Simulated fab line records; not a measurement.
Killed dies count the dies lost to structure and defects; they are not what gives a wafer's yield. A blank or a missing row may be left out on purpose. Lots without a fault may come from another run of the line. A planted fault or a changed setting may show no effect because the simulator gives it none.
Comparing a struck lot with a sound one -- flow sky130 -- 21 out of 708 route steps
Sound: these wafers, L872.2, L872.4, L872.6. Wafers L879.2, L879.3, L879.5 were the ones struck. At the end, the cause is stated.
Per side, at each step with rows, come the tool, then ch with its chambers, and then its first start. Under that, the readings that differ: sound wafers -- struck wafers -- difference of the means -- sigmas: that difference in standard deviations of wafers without a fault.
alike: readings with means less than 2 such deviations apart, plus words and numbers identical on both sides. not compared: withheld readings, readings lacking a value on some wafer, bounds such as >300 that could conceal the same value, and numbers that have no deviation in the record and whose values overlap.
The two part at a step that has a row with sigmas, a row that says differs or no value, or rows on one side only. Numbers that have no deviation but don't overlap get no sigmas and don't part them. Lack of a reading on every wafer of one side parts them only where that side has two or more wafers.

SKY_LI_CONTACT_CVD_21: deposits W, target thk 400 nm, time 120.56 s.
  sound on cvd-w-01 ch 0,1, day 30 21:27; struck on cvd-w-02 ch 0,1, day 33 14:38
  alike: heater-power-w
  not compared: since-wet-clean-h
SKY_LI_CONTACT_RS_MEAS_22: uses a four-point probe to measure.
  sound on film-metro-03 at day 30 21:35; struck on film-metro-01 at day 33 14:47
  alike: LI_CONTACT_W_RS
SKY_LI_CONTACT_THK_MEAS_23: measures by xrf.
  sound on film-metro-03 at day 30 21:42; struck on film-metro-01 at day 33 14:53
  alike: LI_CONTACT_W_THK
SKY_LI_CONTACT_CMP_24: polishes, stops on PSG, t overpolish 20 s, target thk 0 nm.
  sound on cmp-01 ch 0,1,3, day 30 21:45; struck on cmp-02 ch 0,1,2, day 33 15:02
  alike: motor-current-A, overpolish-run-s, time-to-endpoint-s
SKY_LOCAL_INTERCONNECT_SPUTTER_00: material TiN, target thk 100 nm, time 83.3 s.
  sound on pvd-sputter-01 at day 30 22:03; struck on pvd-sputter-03 at day 33 15:14
  alike: chamber-pressure-pa, throttle-valve-pct
SKY_LOCAL_INTERCONNECT_RS_MEAS_01: uses a four-point probe to measure.
  sound on film-metro-04 at day 30 22:08; struck on film-metro-04 at day 33 15:20
reading,sound,struck,difference,sigmas
LOCAL_INTERCONNECT_TIN_RS (ohm/sq),14.32 14.27 14.36,13.93 14.08 14.02,-0.31,-2
SKY_LOCAL_INTERCONNECT_THK_MEAS_02: measures by xrf.
  sound on film-metro-04 at day 30 22:14; struck on film-metro-04 at day 33 15:26
reading,sound,struck,difference,sigmas
LOCAL_INTERCONNECT_TIN_THK (nm),99.3 99.6 99.2,102.8 101.7 101.9,+2.8,+2
then, 5 steps without rows for these wafers: SKY_LOCAL_INTERCONNECT_DEHYDRATE_03 (time 60 s); SKY_LOCAL_INTERCONNECT_HMDS_04 (prime time 60 s); SKY_LOCAL_INTERCONNECT_COAT_05 (resist thk 60 nm); SKY_LOCAL_INTERCONNECT_COAT_06 (resist thk 450 nm); SKY_LOCAL_INTERCONNECT_SOFTBAKE_07 (time 90 s).
SKY_LOCAL_INTERCONNECT_EXPOSE_08: exposes mask LI1M, target cd 170 nm.
  sound on krf-scanner-01 ch 0, day 31 11:52; struck on krf-scanner-01 ch 0, day 34 04:52
reading,sound,struck,difference,sigmas
exposure-dose-mJ-cm2,27.968 27.959 28.012,26.766 26.774 26.740,-1.220,-44
  alike: mask
then, 2 steps without rows for these wafers: SKY_LOCAL_INTERCONNECT_PEB_09; SKY_LOCAL_INTERCONNECT_DEVELOP_10 (develop time 60 s).
SKY_LOCAL_INTERCONNECT_CD_MEAS_11 targets a cd of 170 nm.
  sound on cd-sem-01 at day 32 02:21; struck on cd-sem-02 at day 34 18:02
reading,sound,struck,difference,sigmas
cd-nm (nm),166.5 165.8 166.4,181.1 179.7 182.0,+14.7,+9
  not compared: hold
SKY_LOCAL_INTERCONNECT_OVL_MEAS_12:
  sound on overlay-01 at day 32 02:28; struck on overlay-02 at day 34 21:06
reading,sound,struck,difference,sigmas
hold,- - -,await-dispo/3.0h/release await-dispo/3.0h/release await-dispo/3.0h/release,no value on the sound wafers,
  alike: LOCAL_INTERCONNECT_OVL
SKY_LOCAL_INTERCONNECT_ETCH_13: etches BARC in N2/H2, stops on SiO2, time 45.9 s, target depth 60 nm.
  sound on rie-metal-04 ch 1, day 32 02:29; struck on rie-metal-04 ch 0,1, day 34 21:08
reading,sound,struck,difference,sigmas
model.LOCAL_INTERCONNECT.cd-nm (nm),165.3 164.7 165.5,180.4 179 182.2,+15.4,
  alike: drypump-motor-current-A, oes-product-au, throttle-valve-pct
  not compared: rf-hours-counter-h
SKY_LOCAL_INTERCONNECT_METAL_ETCH_14: etches TiN in Cl2/BCl3, stops on PSG, target depth 110 nm, time 31.4 s.
  sound on rie-metal-04 ch 1, day 32 02:33; struck on rie-metal-04 ch 0,1, day 34 21:11
reading,sound,struck,difference,sigmas
model.LOCAL_INTERCONNECT.cd-nm (nm),166.6 165.3 166.2,181.2 178.3 181.3,+14.2,
  alike: drypump-motor-current-A, mfc-cl2-sccm, oes-product-au, throttle-valve-pct
  not compared: rf-hours-counter-h
SKY_LOCAL_INTERCONNECT_STRIP_15: strips in O2/N2.
  sound on plasma-asher-01 ch 0,1, day 32 02:36; struck on plasma-asher-02 ch 0,1, day 34 21:14
  alike: drypump-motor-current-A, o2-flow-sccm, oes-product-au, strip-time-to-endpoint-s
  not compared: rf-hours-counter-h
-- a jump in the record: the struck wafers' starts before and after are 14 days apart (it breaks off in module LOCAL_INTERCONNECT and resumes in module PAD_OPEN, where the first step shown is number 708 of the route) --
SKY_PAD_OPEN_PROBE_99:
  sound on prober-02 at day 47 00:10; struck on prober-01 at day 49 00:19
reading,sound,struck,difference,sigmas
model.etest.res-li.line-ohm-um,77.36 78.76 78.09,69.66 71.48 70.3,-7.59,
  alike: killed_at_M0_to_M3, killed_at_M4_up, killed-at-contacts, killed-at-front-end, killed-at-other, killed-dies, killed-open, killed-short

WHERE THEY PART
Earliest at SKY_LOCAL_INTERCONNECT_RS_MEAS_01; latest, in this record, at SKY_LOCAL_INTERCONNECT_OVL_MEAS_12. Later steps at which nothing parts them and some readings are alike: SKY_LOCAL_INTERCONNECT_ETCH_13, SKY_LOCAL_INTERCONNECT_METAL_ETCH_14, SKY_LOCAL_INTERCONNECT_STRIP_15, SKY_PAD_OPEN_PROBE_99.

WHY: whatever the simulator had introduced
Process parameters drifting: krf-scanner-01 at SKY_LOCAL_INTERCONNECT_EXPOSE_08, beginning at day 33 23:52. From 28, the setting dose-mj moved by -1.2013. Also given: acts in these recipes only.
